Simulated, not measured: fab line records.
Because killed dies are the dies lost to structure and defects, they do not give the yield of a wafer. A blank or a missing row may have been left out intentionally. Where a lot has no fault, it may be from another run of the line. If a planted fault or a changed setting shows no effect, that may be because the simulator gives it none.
Matching of chambers || flow sfq line || SFQ_TRILAYER_I6_CMP_CMP_166 on cmp-02 has 4 sister chambers
The step polishes SiO2. 7 wafers are shown with their chamber, then 9 later ones without.

WAFERS PAIRED WITH THEIR CHAMBERS
{"wafer": "L758.5", "chamber": 2, "motor current A (A)": 9.7, "time to endpoint s (s)": 210}
{"wafer": "L760.3", "chamber": 3, "motor current A (A)": 11.3, "time to endpoint s (s)": 203}
{"wafer": "L760.2", "chamber": 2, "motor current A (A)": 10.6, "time to endpoint s (s)": 214}
{"wafer": "L760.5", "chamber": 0, "motor current A (A)": 9.8, "time to endpoint s (s)": 217}
{"wafer": "L761.2", "chamber": 1, "motor current A (A)": 8.6, "time to endpoint s (s)": 202}
{"wafer": "L761.1", "chamber": 0, "motor current A (A)": 10.0, "time to endpoint s (s)": 212}
{"wafer": "L761.6", "chamber": 1, "motor current A (A)": 9.3, "time to endpoint s (s)": 218}

WAFERS WHOSE CHAMBER IS MISSING
{"wafer": "L763.1", "motor current A (A)": 8.9, "time to endpoint s (s)": 205}
{"wafer": "L763.6", "motor current A (A)": 9.4, "time to endpoint s (s)": 183}
{"wafer": "L768.1", "motor current A (A)": 9.8, "time to endpoint s (s)": 212}
{"wafer": "L776.4", "motor current A (A)": 10.3, "time to endpoint s (s)": 238}
{"wafer": "L776.5", "motor current A (A)": 11.6, "time to endpoint s (s)": 225}
{"wafer": "L776.6", "motor current A (A)": 9.4, "time to endpoint s (s)": 231}
{"wafer": "L777.2", "motor current A (A)": 9.9, "time to endpoint s (s)": 226}
{"wafer": "L777.5", "motor current A (A)": 11.4, "time to endpoint s (s)": 219}
{"wafer": "L777.6", "motor current A (A)": 9.1, "time to endpoint s (s)": 222}

CHAMBER TAKEN BY EACH
{"wafer": "L763.1", "from the rows above": "can't be placed: 1 or 0", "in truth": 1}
{"wafer": "L763.6", "from the rows above": "can't be placed: 1 or 2 or 0 or 3", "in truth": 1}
{"wafer": "L768.1", "from the rows above": "can't be placed: 0 or 2 or 1", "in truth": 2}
{"wafer": "L776.4", "from the rows above": "can't be placed: 0 or 2 or 1 or 3", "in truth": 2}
{"wafer": "L776.5", "from the rows above": "can't be placed: 3 or 2 or 0", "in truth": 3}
{"wafer": "L776.6", "from the rows above": "can't be placed: 0 or 2 or 1", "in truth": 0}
{"wafer": "L777.2", "from the rows above": "can't be placed: 0 or 2 or 1", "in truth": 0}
{"wafer": "L777.5", "from the rows above": "can't be placed: 3 or 2 or 0", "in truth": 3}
{"wafer": "L777.6", "from the rows above": "can't be placed: 1 or 0 or 2", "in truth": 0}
Correctly placed: 0 of 9. Can't be placed from these rows: 9 (the true chamber is among the candidates in 9). Placed wrongly: 0.
How it was worked out, from the rows above alone: a wafer's distance from a chamber is the root of the sum, over the readings, of the square of ((its reading less the chamber's mean) divided by the reading's scatter). The wafer belongs to the nearest chamber; if the next one is less than 2 further off, it can't be placed. For every chamber, the mean is computed from those of its wafers that are shown. The scatter: the root of (the sum of the squares of (reading less its chamber's mean) over the shown wafers, divided by (wafers less chambers)).
